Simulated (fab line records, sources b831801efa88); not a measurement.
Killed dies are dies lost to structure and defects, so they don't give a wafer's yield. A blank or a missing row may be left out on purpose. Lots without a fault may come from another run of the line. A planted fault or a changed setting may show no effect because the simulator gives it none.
Which tool did it? | flow gf180mcu | 13 lots, 39 wafers sampled, at 4 steps of a route of 602

WHAT THE GAUGES READ, wafer by wafer
GF_PSD_RS_MEAS_14: measures by four-point-probe. Usual: NSD_RS 45.94 ohm/sq, standard deviation 0.074.
lot  | measured     | on            | NSD_RS (ohm/sq)   | flag
L147 | day 15 22:03 | film_metro-03 | 46.07 46.00 46.01 |
L148 | day 16 10:28 | film_metro-01 | 45.88 45.90 45.88 |
L149 | day 16 17:02 | film_metro-04 | 46.05 45.97 45.94 |
L150 | day 17 02:01 | film_metro-04 | 46.12 45.97 46.08 |
L151 | day 17 06:17 | film_metro-01 | 45.88 45.96 45.88 |
L158 | day 19 19:31 | film_metro-01 | 44.88 44.86 44.84 | OFF
L160 | day 20 10:43 | film_metro-01 | 44.80 44.83 44.82 | OFF
L164 | day 21 23:16 | film_metro-01 | 45.94 45.99 45.94 |
L165 | day 22 01:35 | film_metro-03 | 45.98 46.00 45.95 |
L167 | day 22 15:34 | film_metro-04 | 45.94 45.97 46.07 |
L168 | day 23 00:46 | film_metro-01 | 46.05 45.99 45.92 |
L169 | day 23 08:49 | film_metro-04 | 45.92 45.92 45.93 |
L170 | day 23 14:29 | film_metro-04 | 46.12 45.98 45.96 |

GF_PSD_RS_MEAS_15: measures by four-point-probe. Usual: PSD_RS 108.54 ohm/sq, standard deviation 0.25.
lot  | measured     | on            | PSD_RS (ohm/sq)      | flag
L147 | day 15 22:10 | film_metro-03 | 108.94 108.77 108.48 |
L148 | day 16 10:35 | film_metro-01 | 108.40 108.29 108.22 |
L149 | day 16 17:09 | film_metro-04 | 108.33 108.25 108.55 |
L150 | day 17 02:08 | film_metro-04 | 108.84 108.69 108.87 |
L151 | day 17 06:24 | film_metro-01 | 108.42 108.39 108.41 |
L158 | day 19 19:38 | film_metro-01 | 104.59 104.49 104.89 | OFF
L160 | day 20 10:50 | film_metro-01 | 104.66 105.02 104.80 | OFF
L164 | day 21 23:23 | film_metro-01 | 108.51 108.71 108.49 |
L165 | day 22 01:42 | film_metro-03 | 108.91 109.02 108.21 |
L167 | day 22 15:41 | film_metro-04 | 108.76 108.37 109.18 |
L168 | day 23 00:53 | film_metro-01 | 109.06 108.84 108.64 |
L169 | day 23 08:56 | film_metro-04 | 108.18 108.28 108.42 |
L170 | day 23 14:36 | film_metro-04 | 109.01 108.57 108.30 |

GF_CONTACT_THK_MEAS_03. Usual: CONTACT_CVD_02_THK 861 nm, standard deviation 12.
lot  | measured     | on            | CONTACT_CVD_02_THK (nm) | flag
L147 | day 16 23:08 | film_metro-02 | 862 881 882             |
L148 | day 17 11:24 | film_metro-04 | 865 869 862             |
L149 | day 17 18:17 | film_metro-04 | 867 868 881             |
L150 | day 18 03:54 | film_metro-04 | 864 870 877             |
L151 | day 18 07:52 | film_metro-02 | 861 864 874             |
L158 | day 20 21:48 | film_metro-03 | 855 857 863             |
L160 | day 21 12:51 | film_metro-03 | 850 848 859             |
L164 | day 23 01:08 | film_metro-04 | 861 866 872             |
L165 | day 23 02:58 | film_metro-04 | 858 858 862             |
L167 | day 23 16:58 | film_metro-02 | 882 869 893             |
L168 | day 24 01:52 | film_metro-03 | 859 843 866             |
L169 | day 24 10:05 | film_metro-02 | 835 861 856             |
L170 | day 24 15:20 | film_metro-03 | 841 850 858             |

WHICH TOOL RAN EACH LOT (tool, then ch and the chambers of the sampled wafers, then the start)
lot  | GF_PSD_RTA_13
L147 | rtp_anneal-01 ch 0, day 15 21:58
L148 | rtp_anneal-02 ch 0, day 16 10:22
L149 | rtp_anneal-02 ch 0, day 16 16:56
L150 | rtp_anneal-01 ch 0, day 17 01:56
L151 | rtp_anneal-02 ch 0, day 17 06:11
L158 | rtp_anneal-02 ch 0, day 19 19:26
L160 | rtp_anneal-02 ch 0, day 20 10:37
L164 | rtp_anneal-01 ch 0, day 21 23:11
L165 | rtp_anneal-01 ch 0, day 22 01:29
L167 | rtp_anneal-01 ch 0, day 22 15:28
L168 | rtp_anneal-01 ch 0, day 23 00:40
L169 | rtp_anneal-02 ch 0, day 23 08:44
L170 | rtp_anneal-01 ch 0, day 23 14:23
- GF_PSD_RTA_13: time 20 s.

WHAT THE TOOLS THEMSELVES READ (means of the sampled wafers that have a number; where no wafer has one, the mark that the record gives instead)
GF_PSD_RTA_13. Usual: lamp_power_pct 36.1 %, standard deviation 2.9; wafer_temp_C_max 1029.9, standard deviation 1.1.
lot  | tool          | lamp_power_pct (%) | wafer_temp_C_max | flag
L147 | rtp_anneal-01 | 33.2               | 1031.7           |
L148 | rtp_anneal-02 | 39.1               | 1028.8           |
L149 | rtp_anneal-02 | 39.0               | 1029.6           |
L150 | rtp_anneal-01 | 33.2               | 1030.6           |
L151 | rtp_anneal-02 | 39.0               | 1030.2           |
L158 | rtp_anneal-02 | 39.8               | 1035.2           | OFF
L160 | rtp_anneal-02 | 39.8               | 1036.8           | OFF
L164 | rtp_anneal-01 | 33.2               | 1030.3           |
L165 | rtp_anneal-01 | 33.3               | 1030.1           |
L167 | rtp_anneal-01 | 33.2               | 1030.5           |
L168 | rtp_anneal-01 | 33.2               | 1031.1           |
L169 | rtp_anneal-02 | 39.0               | 1029.6           |
L170 | rtp_anneal-01 | 33.2               | 1030.7           |

THE ANSWER, worked out from the rows above alone
Rule: a lot is off if the mean of its wafers that have a number lies more than 3 standard deviations from the usual mean. A lot without any number at a reading at which 4 lots or more have one is off too. The other lots that the step has rows for count as sound. The gauges are gone through in route order, then the tools' own readings, and for those a lot's mean is taken as printed above. The first step at which some lot is off is used, and at that step the reading that is off furthest; a lot without a number counts as furthest.
Off: L158, L160, at GF_PSD_RS_MEAS_14 (NSD_RS).
A tool fits if, at a process step before that reading, it ran every lot that is off, and no sound lot after the first of them. The gauges at GF_PSD_RS_MEAS_14 aren't tried: what is off there is off at GF_PSD_RTA_13 too, on other tools, and a gauge's error can't cause that. None of those tried fits.

WHAT THE SIMULATOR HAD PUT IN
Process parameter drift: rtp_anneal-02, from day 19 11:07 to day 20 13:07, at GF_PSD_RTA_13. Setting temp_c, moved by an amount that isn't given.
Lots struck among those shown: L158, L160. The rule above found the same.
